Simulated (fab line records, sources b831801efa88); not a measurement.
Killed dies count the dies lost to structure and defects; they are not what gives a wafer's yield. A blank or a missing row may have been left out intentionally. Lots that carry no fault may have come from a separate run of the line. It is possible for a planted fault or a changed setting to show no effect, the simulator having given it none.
Struck lot and sound lot, side by side    flow sky130    16 steps out of a route of 708
Sound: the wafers L385.1, L385.2, L385.6. Wafers L382.1, L382.4, L382.5 were the ones struck. The cause is named last.
Order at every step that has rows: each side's tool, ch and its chambers, its first start. Under that, the readings that differ: sound wafers    struck wafers    difference of the means    sigmas: that difference in standard deviations of wafers without a fault.
alike: same words and numbers on both sides, and readings whose means sit less than 2 such deviations apart. not compared: any withheld reading, any reading some wafer has no value for, any bound like >300 that may hide the same value, and any number with overlapping values for which the record gives no deviation.
A row with sigmas, a row that says differs or no value, or rows on one side alone: a step with any of these is where the two part. Non-overlapping numbers with no deviation appear without sigmas and do not part them. A reading missing from all wafers of one side parts the sides only when that side holds two or more wafers.

first, 1 step without rows for these wafers: SKY_FIELD_ISO_CVD_03 (deposits Si3N4 from DCS/NH3, target thk 165 nm, time 2830 s).
SKY_FIELD_ISO_THK_MEAS_04:
  struck on film_metro-03, day 4 04:08; sound on film_metro-04, day 4 18:46
reading                    sound              struck             difference  sigmas
FIELD_ISO_CVD_03_THK (nm)  166.4 167.4 166.4  163.1 163.3 164.8  -3.0        -2
then, 8 steps without rows for these wafers: SKY_FIELD_ISO_DEHYDRATE_05 (time 60 s); SKY_FIELD_ISO_HMDS_06 (prime time 60 s); SKY_FIELD_ISO_COAT_07 (resist thk 60 nm); SKY_FIELD_ISO_COAT_08 (resist thk 450 nm); SKY_FIELD_ISO_SOFTBAKE_09 (time 90 s); SKY_FIELD_ISO_EXPOSE_10 (exposes mask FOM, target cd 150 nm); SKY_FIELD_ISO_PEB_11; SKY_FIELD_ISO_DEVELOP_12 (develop time 60 s).
SKY_FIELD_ISO_CD_MEAS_13: target cd 150 nm.
  struck on cd_sem-01, day 4 21:14; sound on cd_sem-02, day 5 11:47
  alike: cd_nm
SKY_FIELD_ISO_ETCH_14: etches BARC in N2/H2, stops on SiO2, time 45.9 s, target depth 60 nm.
  sound on rie_diel-04 ch 0,3, day 5 11:55; struck on rie_diel-01 ch 0,1,3, day 4 21:22
  alike: bias_w, chamber_pressure_mTorr, drypump_motor_current_A, oes_product_au, throttle_valve_pct
  not compared: rf_hours_counter_h
SKY_FIELD_ISO_ETCH_15: etches the open film in CHF3/O2, stops on Si, target depth 180 nm, time 72 s.
  sound on rie_diel-04 ch 0,3, day 5 11:57; struck on rie_diel-01 ch 0,1,3, day 4 21:24
  no value came back on the struck wafers for any of 6 readings (O2_flow_sccm (sccm), bias_w (W) and others); on the sound wafers O2_flow_sccm (sccm) reads 5.025 4.987 4.998
reading                                           sound          struck             difference  sigmas
model.KrF-thick_of_FIELD_ISO_COAT_08.thk_nm (nm)  239 237.3 239  393.3 392.2 392.4  +154.2      
  not compared: rf_hours_counter_h
SKY_FIELD_ISO_STRIP_16: strips in O2/N2.
  sound on plasma_asher-03 ch 0,1, day 5 12:00; struck on plasma_asher-04 ch 0,1, day 4 21:27
reading                       sound              struck             difference  sigmas
oes_product_au (a.u.)         0.380 0.382 0.375  0.443 0.445 0.444  +0.065      +13
strip_time_to_endpoint_s (s)  3.58 3.56 3.59     5.18 5.18 5.20     +1.61       +46
  alike: drypump_motor_current_A
  not compared: rf_hours_counter_h
SKY_FIELD_ISO_ETCH_17: etches Si in HBr/Cl2/O2, target depth 342 nm, time 97.7 s.
  sound on rie_si-01 ch 0,1,3, day 5 12:06; struck on rie_si-02 ch 0,1,3, day 4 21:33
  alike: HBr_flow_sccm, O2_flow_sccm, drypump_motor_current_A, oes_product_au, throttle_valve_pct
  not compared: rf_hours_counter_h
-- the record jumps here: 44 days lie between the struck wafers' starts before and after (it left off in module FIELD_ISO and takes up again in module PAD_OPEN, whose first step shown is number 708 of the route) --
SKY_PAD_OPEN_PROBE_99:
  the record has rows for the struck wafers here (prober-01, day 48 21:08) and none for the sound ones

## WHERE THEY PART
At SKY_FIELD_ISO_THK_MEAS_04 first; at SKY_PAD_OPEN_PROBE_99 last (within this record only).

WHY: whatever the simulator had introduced
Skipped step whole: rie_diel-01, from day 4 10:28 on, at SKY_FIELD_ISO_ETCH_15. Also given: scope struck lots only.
